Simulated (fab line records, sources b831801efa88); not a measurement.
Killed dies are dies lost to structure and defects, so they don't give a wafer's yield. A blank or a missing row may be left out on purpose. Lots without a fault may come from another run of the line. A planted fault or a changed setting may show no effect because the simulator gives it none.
Which tool did it? | flow gf180mcu | 14 lots, 41 wafers sampled, at 4 steps of a route of 602

WHAT THE GAUGES READ, wafer by wafer
GF_HV_LDD_TW_MEAS_23. Usual: HV_LDD_2_TW 1062, standard deviation 6.1.
lot  | measured     | on            | HV_LDD_2_TW               | flag
L110 | day 11 14:55 | film_metro-03 | 1060 1061 1066            |
L111 | day 11 23:13 | film_metro-04 | 1051 1050 1058            |
L115 | day 13 10:30 | film_metro-03 | 1064 1072 1071            |
L114 | day 13 09:28 | film_metro-03 | 1071 1072 1072            |
L116 | day 13 10:49 | film_metro-03 | 1067 1061 1067            |
L117 | day 14 03:56 | film_metro-04 | 1062 1060 1063            |
L118 | day 14 10:01 | film_metro-01 | 1060 1067 1063            |
L119 | day 14 14:32 | film_metro-01 | 1064 1068 1066            |
L120 | day 14 17:22 | film_metro-01 | 1073 1068 1071            |
L121 | day 15 00:28 | film_metro-01 | 1066 1066 1068            |
L128 | day 17 12:07 | film_metro-03 | 32 1064 32 32 1056 32     | OFF
L129 | day 17 22:34 | film_metro-01 | 1063 32 1066 1061 32 1059 | OFF
L130 | day 18 03:49 | film_metro-01 | 32 1072 32 1067           | OFF
L131 | day 18 04:57 | film_metro-01 | 1067 1061 1060            |

GF_PSD_CD_MEAS_07: target cd 400 nm. Usual: cd_nm 399.5 nm, standard deviation 2.1.
lot  | measured     | on        | cd_nm (nm)        | flag
L110 | day 15 05:00 | cd_sem-01 | 398.7 398.3 398.9 |
L111 | day 15 13:58 | cd_sem-01 | 399.1 401.3 402.6 |
L115 | day 17 06:31 | cd_sem-02 | 402.5 401.4 402.9 |
L114 | day 17 05:05 | cd_sem-02 | 398.7 399.1 399.4 |
L116 | day 17 07:32 | cd_sem-02 | 399.2 400.6 400.2 |
L117 | day 17 23:01 | cd_sem-01 | 398.3 396.3 395.3 |
L118 | day 18 07:51 | cd_sem-01 | 402.0 400.5 397.8 |
L119 | day 18 11:44 | cd_sem-02 | 395.5 394.6 394.6 |
L120 | day 18 15:04 | cd_sem-01 | 401.6 403.6 403.5 |
L121 | day 19 00:08 | cd_sem-01 | 400.1 400.1 398.7 |
L128 | day 21 12:30 | cd_sem-01 | 398.9             |
L129 | day 21 20:34 | cd_sem-02 | 399.8 399.2       |
L130 | day 22 04:11 | cd_sem-01 | 399.6             |
L131 | day 22 08:59 | cd_sem-02 | 398.6 399.3 398.3 |

WHICH TOOL RAN EACH LOT (tool, then ch and the chambers of the sampled wafers, then the start)
lot  | GF_VT_IMPLANT_RTA_45             | GF_HV_LDD_DEVELOP_18
L110 | rtp_anneal-02 ch 0, day 8 06:16  | litho_track-04 ch 0, day 11 14:23
L111 | rtp_anneal-01 ch 0, day 8 11:46  | litho_track-04 ch 0, day 11 22:40
L115 | rtp_anneal-02 ch 0, day 9 18:17  | litho_track-04 ch 0, day 13 09:56
L114 | rtp_anneal-01 ch 0, day 9 18:25  | litho_track-01 ch 0, day 13 08:54
L116 | rtp_anneal-01 ch 0, day 9 21:11  | litho_track-04 ch 0, day 13 10:17
L117 | rtp_anneal-01 ch 0, day 10 11:37 | litho_track-02 ch 0, day 14 03:23
L118 | rtp_anneal-01 ch 0, day 10 15:03 | litho_track-04 ch 0, day 14 09:28
L119 | rtp_anneal-02 ch 0, day 10 20:34 | litho_track-01 ch 0, day 14 14:01
L120 | rtp_anneal-02 ch 0, day 11 00:38 | litho_track-01 ch 0, day 14 16:49
L121 | rtp_anneal-01 ch 0, day 11 08:08 | litho_track-04 ch 0, day 14 23:53
L128 | rtp_anneal-02 ch 0, day 13 08:16 | litho_track-04 ch 0, day 17 07:40
L129 | rtp_anneal-01 ch 0, day 13 13:13 | litho_track-04 ch 0, day 17 15:32
L130 | rtp_anneal-02 ch 0, day 13 18:28 | litho_track-04 ch 0, day 17 23:10
L131 | rtp_anneal-01 ch 0, day 14 03:06 | litho_track-01 ch 0, day 18 04:24
- GF_VT_IMPLANT_RTA_45: time 30 s.
- GF_HV_LDD_DEVELOP_18: develop time 60 s.

WHAT THE TOOLS THEMSELVES READ (means of the sampled wafers that have a number; where no wafer has one, the mark that the record gives instead)
GF_VT_IMPLANT_RTA_45. Usual: lamp_power_pct 31.3 %, standard deviation 2; wafer_temp_C_max 1056.4, standard deviation 1.3.
lot  | tool          | lamp_power_pct (%) | wafer_temp_C_max | flag
L110 | rtp_anneal-02 | 33.1               | 1055.5           |
L111 | rtp_anneal-01 | 29.1               | 1056.4           |
L115 | rtp_anneal-02 | 33.1               | 1055.5           |
L114 | rtp_anneal-01 | 29.1               | 1056.4           |
L116 | rtp_anneal-01 | 29.1               | 1057.5           |
L117 | rtp_anneal-01 | 29.1               | 1056.8           |
L118 | rtp_anneal-01 | 29.1               | 1056.9           |
L119 | rtp_anneal-02 | 33.1               | 1055.7           |
L120 | rtp_anneal-02 | 33.1               | 1056.0           |
L121 | rtp_anneal-01 | 29.1               | 1056.9           |
L128 | rtp_anneal-02 | 33.1               | 1057.0           |
L129 | rtp_anneal-01 | 29.1               | 1058.0           |
L130 | rtp_anneal-02 | 33.1               | 1055.6           |
L131 | rtp_anneal-01 | 29.2               | 1057.7           |

THE ANSWER, worked out from the rows above alone
Rule: a lot is off if the mean of its wafers that have a number lies more than 3 standard deviations from the usual mean. A lot without any number at a reading at which 4 lots or more have one is off too. The other lots that the step has rows for count as sound. The gauges are gone through in route order, then the tools' own readings, and for those a lot's mean is taken as printed above. The first step at which some lot is off is used, and at that step the reading that is off furthest; a lot without a number counts as furthest.
Off: L128, L129, L130, at GF_HV_LDD_TW_MEAS_23 (HV_LDD_2_TW).
A tool fits if, at a process step before that reading, it ran every lot that is off, and no sound lot after the first of them. The gauges at GF_HV_LDD_TW_MEAS_23 are tried like those tools. One fits: litho_track-04 at GF_HV_LDD_DEVELOP_18. Its last sound lot is L121 (day 14 23:53), its first lot that is off L128 (day 17 07:40): a fault that began between those two fits.

WHAT THE SIMULATOR HAD PUT IN
Process parameter drift: litho_track-04, from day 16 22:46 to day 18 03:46, at GF_HV_LDD_DEVELOP_18. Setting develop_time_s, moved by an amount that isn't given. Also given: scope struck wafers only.
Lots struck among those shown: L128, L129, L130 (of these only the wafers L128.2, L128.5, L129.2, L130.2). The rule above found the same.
